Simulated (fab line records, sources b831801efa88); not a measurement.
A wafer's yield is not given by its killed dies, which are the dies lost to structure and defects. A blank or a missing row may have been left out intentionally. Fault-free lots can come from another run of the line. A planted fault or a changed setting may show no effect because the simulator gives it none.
What tool caused it? | flow gf180mcu | 18 wafers from 6 lots sampled at 3 of the route's 602 steps

WHAT EACH GAUGE READ, for each wafer
GF_M1_THK_MEAS_06: measures by xrf.
lot  | measured     | on            | M1_ALCU_THK (nm)
L653 | day 16 21:20 | film_metro-04 | 452 445 449
L655 | day 17 11:08 | film_metro-03 | 451 457 447
L659 | day 19 03:27 | film_metro-03 | 459 456 460
L663 | day 20 13:40 | film_metro-04 | 451 455 455
L666 | day 22 02:01 | film_metro-04 | 449 440 448
L673 | day 24 05:01 | film_metro-04 | 454 454 455

WHAT TOOL EACH LOT RAN ON (gives the tool, then ch and the chambers of the sampled wafers, and finally the start)
lot  | GF_M1_SPUTTER_02             | GF_M1_SPUTTER_04
L653 | pvd_sputter-02, day 16 21:06 | pvd_sputter-02, day 16 21:09
L655 | pvd_sputter-04, day 17 10:55 | pvd_sputter-04, day 17 10:58
L659 | pvd_sputter-02, day 19 03:14 | pvd_sputter-02, day 19 03:17
L663 | pvd_sputter-02, day 20 13:26 | pvd_sputter-02, day 20 13:29
L666 | pvd_sputter-01, day 22 01:47 | pvd_sputter-01, day 22 01:51
L673 | pvd_sputter-01, day 24 04:47 | pvd_sputter-01, day 24 04:50
- GF_M1_SPUTTER_02: material AlCu, target thk 450 nm, time 23.9 s.
- GF_M1_SPUTTER_04: material TiN, target thk 50 nm, time 41.7 s.

THE ANSWER, worked out from the rows above alone
Rule: what is usual is taken from the lots themselves. Put in order of their means at a reading, lots are off if they are a third of the lots or fewer, leave a main group of 4 or more, and stand apart from it by a gap of 3 or more times the standard deviation of the main group's means; of several such gaps the widest counts. The tables above print the reading to a certain number of digits; a main group whose means all agree to those digits is not used. A lot without any number at a reading at which 4 lots or more have one is off too. Any other lot the step has rows for is counted as sound.
No lot is off at any reading shown: from this, nothing can be told.

WHAT THE SIMULATOR PUT IN
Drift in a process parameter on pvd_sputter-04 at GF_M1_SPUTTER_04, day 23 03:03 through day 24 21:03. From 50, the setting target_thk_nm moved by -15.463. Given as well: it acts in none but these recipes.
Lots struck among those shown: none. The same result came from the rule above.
